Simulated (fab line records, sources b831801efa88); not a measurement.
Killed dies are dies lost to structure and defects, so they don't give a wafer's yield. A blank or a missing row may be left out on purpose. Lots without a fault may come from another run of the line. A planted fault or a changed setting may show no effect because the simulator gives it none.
Chamber matching | flow sky130 | SKY_LI_CONTACT_CMP_24 on cmp-02: 4 sister chambers
The step polishes, stops on PSG, t overpolish 20 s, target thk 0 nm. 19 wafers are shown with their chamber, then 9 later ones without.

WAFERS WITH THEIR CHAMBER
wafer  | chamber | motor_current_A (A) | time_to_endpoint_s (s) | overpolish_run_s (s)
L375.1 | 1       | 8.8                 | 94                     | 19.997
L375.5 | 2       | 11.8                | 95                     | 19.985
L375.6 | 1       | 8.8                 | 92                     | 19.997
L377.1 | 1       | 9.0                 | 87                     | 20.015
L377.3 | 3       | 10.4                | 95                     | 20.013
L377.6 | 2       | 11.4                | 89                     | 19.999
L378.1 | 1       | 9.1                 | 94                     | 20.007
L378.4 | 2       | 11.7                | 96                     | 19.992
L378.6 | 3       | 10.2                | 100                    | 20.000
L381.1 | 3       | 10.2                | 100                    | 19.992
L381.3 | 1       | 8.6                 | 95                     | 20.000
L381.5 | 0       | 10.2                | 106                    | 19.992
L380.1 | 3       | 10.3                | 104                    | 20.014
L380.3 | 2       | 10.8                | 94                     | 20.008
L380.6 | 0       | 10.8                | 110                    | 19.999
L383.1 | 2       | 11.9                | 99                     | 20.012
L383.5 | 1       | 8.9                 | 98                     | 19.997
L383.6 | 2       | 11.7                | 98                     | 19.993
L382.3 | 3       | 10.9                | 102                    | 19.998

SIGNATURES (means of the wafers above)
reading            | chamber 0 | chamber 1 | chamber 2 | chamber 3 | scatter within a chamber
motor_current_A    | 10.500    | 8.867     | 11.550    | 10.400    | 0.315
time_to_endpoint_s | 108.00    | 93.33     | 95.17     | 100.20    | 3.49
overpolish_run_s   | 19.99550  | 20.00217  | 19.99817  | 20.00340  | 0.00894
Rule: a wafer's distance from a chamber is the root of the sum, over the readings, of the square of ((its reading less the chamber's mean) divided by the reading's scatter). The wafer belongs to the nearest chamber; if the next one is less than 2 further off, it can't be placed. The scatter: the root of (the sum of the squares of (reading less its chamber's mean) over the shown wafers, divided by (wafers less chambers)).

WAFERS WITHOUT THEIR CHAMBER
wafer  | motor_current_A (A) | time_to_endpoint_s (s) | overpolish_run_s (s)
L382.4 | 8.5                 | 97                     | 19.997
L382.5 | 10.9                | 106                    | 20.012
L388.4 | 8.6                 | 91                     | 20.005
L388.6 | 11.8                | 87                     | 20.005
L389.5 | 9.8                 | 105                    | 20.006
L389.6 | 8.7                 | 93                     | 19.987
L394.1 | 10.8                | 104                    | 19.990
L394.4 | 10.1                | 103                    | 19.983
L394.5 | 10.5                | 106                    | 19.991

WHICH CHAMBER EACH WENT THROUGH
wafer  | from the rows above          | in truth
L382.4 | 1                            | 1
L382.5 | can't be placed: 0 or 3 or 2 | 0
L388.4 | 1                            | 1
L388.6 | 2                            | 2
L389.5 | can't be placed: 3 or 0      | 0
L389.6 | 1                            | 1
L394.1 | can't be placed: 0 or 3 or 2 | 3
L394.4 | can't be placed: 0 or 3      | 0
L394.5 | can't be placed: 0 or 3      | 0
Placed correctly: 4 of 9. Can't be placed from these rows: 5 (the true chamber is among the candidates in 5). Placed wrongly: 0.
